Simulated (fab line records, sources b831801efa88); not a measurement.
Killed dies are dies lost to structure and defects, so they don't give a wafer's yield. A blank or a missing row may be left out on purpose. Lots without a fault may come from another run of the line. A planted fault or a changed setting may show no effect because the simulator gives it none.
Which tool did it? | flow gf180mcu | 14 lots, 42 wafers sampled, at 1 step of a route of 602

WHAT THE GAUGES READ, wafer by wafer
GF_V1_CD_MEAS_14: target cd 260 nm. Usual: cd_nm 260.2 nm, standard deviation 1.2.
lot  | measured     | on        | cd_nm (nm)        | flag
L621 | day 18 04:58 | cd_sem-01 | 262.5 261.4 261.2 |
L622 | day 18 23:50 | cd_sem-02 | 260.3 260.9 261.4 |
L623 | day 19 13:10 | cd_sem-01 | 259.0 259.4 259.8 |
L624 | day 19 18:53 | cd_sem-01 | 259.2 259.2 259.3 |
L625 | day 20 07:40 | cd_sem-01 | 260.7 260.9 261.3 |
L626 | day 20 16:03 | cd_sem-01 | 260.1 260.4 260.3 |
L627 | day 21 06:55 | cd_sem-02 | 261.5 262.3 261.7 |
L628 | day 21 07:03 | cd_sem-02 | 260.5 260.3 261.9 |
L629 | day 21 12:24 | cd_sem-02 | 260.7 260.7 261.5 |
L632 | day 22 18:29 | cd_sem-01 | 260.2 260.1 260.3 |
L633 | day 23 02:00 | cd_sem-01 | 259.5 260.3 258.9 |
L634 | day 23 07:08 | cd_sem-02 | 258.4 259.1 259.1 |
L642 | day 25 21:28 | cd_sem-02 | 261.3 259.1 258.8 |
L643 | day 25 23:47 | cd_sem-01 | 260.1 260.6 260.8 |

WHICH TOOL RAN EACH LOT (tool, then ch and the chambers of the sampled wafers, then the start)
The record holds no process step before these readings.

WHAT THE TOOLS THEMSELVES READ (means of the sampled wafers that have a number; where no wafer has one, the mark that the record gives instead)
The record holds no such reading with a usual standard deviation.

THE ANSWER, worked out from the rows above alone
Rule: a lot is off if the mean of its wafers that have a number lies more than 3 standard deviations from the usual mean. A lot without any number at a reading at which 4 lots or more have one is off too. The other lots that the step has rows for count as sound. The gauges are gone through in route order, then the tools' own readings, and for those a lot's mean is taken as printed above. The first step at which some lot is off is used, and at that step the reading that is off furthest; a lot without a number counts as furthest.
No lot is off at any reading shown: from this, nothing can be told.

WHAT THE SIMULATOR HAD PUT IN
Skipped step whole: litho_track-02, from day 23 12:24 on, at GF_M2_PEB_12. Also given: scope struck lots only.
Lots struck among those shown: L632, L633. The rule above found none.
